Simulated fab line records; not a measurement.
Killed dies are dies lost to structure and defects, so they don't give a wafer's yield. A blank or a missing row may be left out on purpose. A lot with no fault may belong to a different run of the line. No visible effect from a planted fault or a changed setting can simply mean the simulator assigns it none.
A struck lot beside a sound one + flow sky130 + 14 steps out of a route of 708
Sound: the wafers L876.2, L876.3, L876.5. Struck: wafers L890.1, L890.4, L890.5. At the end, the cause is stated.
Per side, at each step with rows, come the tool, then ch with its chambers, and then its first start. Under that, the readings that differ: sound wafers + struck wafers + difference of the means + sigmas: that difference in standard deviations of wafers without a fault.
alike: a reading whose means differ by less than 2 such deviations, as well as words and numbers matching on both sides. not compared: withheld readings; readings where some wafer has no value; bounds like >300 that might hide an equal value; numbers whose values overlap and for which the record gives no deviation.
Wherever a step has rows on one side only, a row that says differs or no value, or a row with sigmas, the two part there. When numbers do not overlap yet have no deviation, they are printed without sigmas and do not part them. Lack of a reading on every wafer of one side parts them only where that side has two or more wafers.

first, 3 steps without rows for these wafers: SKY_VT_ADJUST_HVTR_EXPOSE_04 (exposes mask HVTRM, target cd 380 nm); SKY_VT_ADJUST_HVTR_PEB_05; SKY_VT_ADJUST_HVTR_DEVELOP_06 (develop time 60 s).
SKY_VT_ADJUST_HVTR_CD_MEAS_07: target cd 380 nm.
  struck on cdSem-01, day 13 20:23; sound on cdSem-01, day 9 11:40
| reading   | sound             | struck            | difference | sigmas |
|-----------|-------------------|-------------------|------------|--------|
| cdNm (nm) | 381.1 381.3 380.5 | 374.1 373.9 374.1 | -6.9       | -3     |
SKY_VT_ADJUST_HVTR_OVL_MEAS_08:
  struck on overlay-01, day 13 20:30; sound on overlay-01, day 9 11:46
  alike: VT_ADJUST_HVTR_OVL
then, 1 step without rows for these wafers: SKY_VT_ADJUST_HVTR_IMPLANT_09.
SKY_VT_ADJUST_HVTR_STRIP_10: strips in O2/N2.
  sound on plasmaAsher-04 ch 0,1, day 9 11:57; struck on plasmaAsher-04 ch 1, day 13 20:41
  alike: drypumpMotorCurrentA, oesProductAu, stripTimeToEndpointS
  not compared: rfHoursCounterH
SKY_VT_ADJUST_HVTR_TW_MEAS_11:
  struck on filmMetro-04, day 13 20:47; sound on filmMetro-01, day 9 12:04
| reading           | sound             | struck            | difference | sigmas |
|-------------------|-------------------|-------------------|------------|--------|
| VT_ADJUST_HVTR_TW | 213.8 213.5 213.5 | 209.1 208.4 207.5 | -5.3       | -2     |
then, 4 steps without rows for these wafers: SKY_VT_ADJUST_PCH_DEHYDRATE_00 (time 60 s); SKY_VT_ADJUST_PCH_HMDS_01 (prime time 60 s); SKY_VT_ADJUST_PCH_COAT_02 (resist thk 3000 nm); SKY_VT_ADJUST_PCH_SOFTBAKE_03.
SKY_VT_ADJUST_PCH_EXPOSE_04: exposes mask NWM, target cd 840 nm.
  sound on ilineStepper-02 ch 0, day 9 22:54; struck on ilineStepper-01, day 14 08:50
  no value came back on the struck wafers for exposureDoseMJCm2, focusOffsetNm (nm); on the sound wafers exposureDoseMJCm2 reads 254.77 254.48 254.62
  alike: mask
then, 1 step without rows for these wafers: SKY_VT_ADJUST_PCH_PEB_05.

WHERE THEY PART
Last at SKY_VT_ADJUST_PCH_EXPOSE_04 as far as this record goes, first at SKY_VT_ADJUST_HVTR_CD_MEAS_07.

WHY: the cause the simulator had injected
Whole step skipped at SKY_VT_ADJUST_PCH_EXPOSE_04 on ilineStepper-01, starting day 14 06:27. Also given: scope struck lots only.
